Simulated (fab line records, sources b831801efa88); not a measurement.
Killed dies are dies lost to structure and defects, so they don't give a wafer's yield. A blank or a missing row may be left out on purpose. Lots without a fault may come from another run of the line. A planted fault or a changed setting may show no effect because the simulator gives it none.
One fault seen from 2 desks | flow gf180mcu | each desk has only its own numbers; what lay behind them comes last

THE METROLOGY DESK
What the gauges read, lot by lot, whatever tool the lot ran on: means of the sampled wafers that have a number. A lot is out of limits, marked OUT, if its mean lies more than 4 standard deviations from the usual mean; the brackets give that distance.
Columns: A = PASSIVATION_CVD_00_THK at GF_PASSIVATION_THK_MEAS_01, usual 996 nm
lot  | first seen here | A
L525 | day 28 07:32    | 979
L527 | day 28 17:11    | 983
L528 | day 29 11:11    | 997
L529 | day 29 15:15    | 991
L531 | day 30 12:27    | 1010
L534 | day 31 06:25    | 986
L535 | day 31 11:31    | 1006
L537 | day 31 21:08    | 1004
L538 | day 32 05:23    | 990
L539 | day 32 12:40    | 1000
L544 | day 33 15:08    | 1003
L546 | day 34 03:40    | 959
This desk's finding: nothing out of limits on any of the 12 lots.

THE TOOL OWNER'S DESK: pecvd-03
The tool's own readings at GF_PASSIVATION_CVD_00 (deposits SiO2 from TEOS, target thk 1000 nm, time 111.95 s): means of the sampled wafers that have a number, for each lot that ran on this tool. A lot is out of limits, marked OUT, if its mean lies more than 4 standard deviations from the usual mean; the brackets give that distance.
Columns: A = heater_power_w at GF_PASSIVATION_CVD_00, usual 630 W; B = run_length_s at GF_PASSIVATION_CVD_00, usual 139.8 s
lot  | first seen here | A   | B
L535 | day 31 11:25    | 595 | 140.4
L537 | day 31 21:03    | 647 | 140.0
L538 | day 32 05:18    | 620 | 140.0
L546 | day 34 03:34    | 631 | 135.9 (-8.4) OUT
This desk's finding: out of limits on L546; first on L546, day 34 03:34 (run_length_s at GF_PASSIVATION_CVD_00). In limits: L535, L537, L538.

PUT TOGETHER
The tool owner's desk could have raised an alarm at day 34 03:34, on L546.
The metrology desk saw nothing out of limits.
The metrology desk has L546 on record, within its limits.
Of the lots named, all ran GF_PASSIVATION_CVD_00 on pecvd-03.

WHAT THE SIMULATOR HAD PUT IN
Process parameter drift: pecvd-03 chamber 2, from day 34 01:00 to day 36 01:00, at GF_PASSIVATION_CVD_00. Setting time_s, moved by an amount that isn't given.
Lots struck among those shown: L546.
Hours from the fault's start to each desk's first reading out of limits: the tool owner's desk, 3.
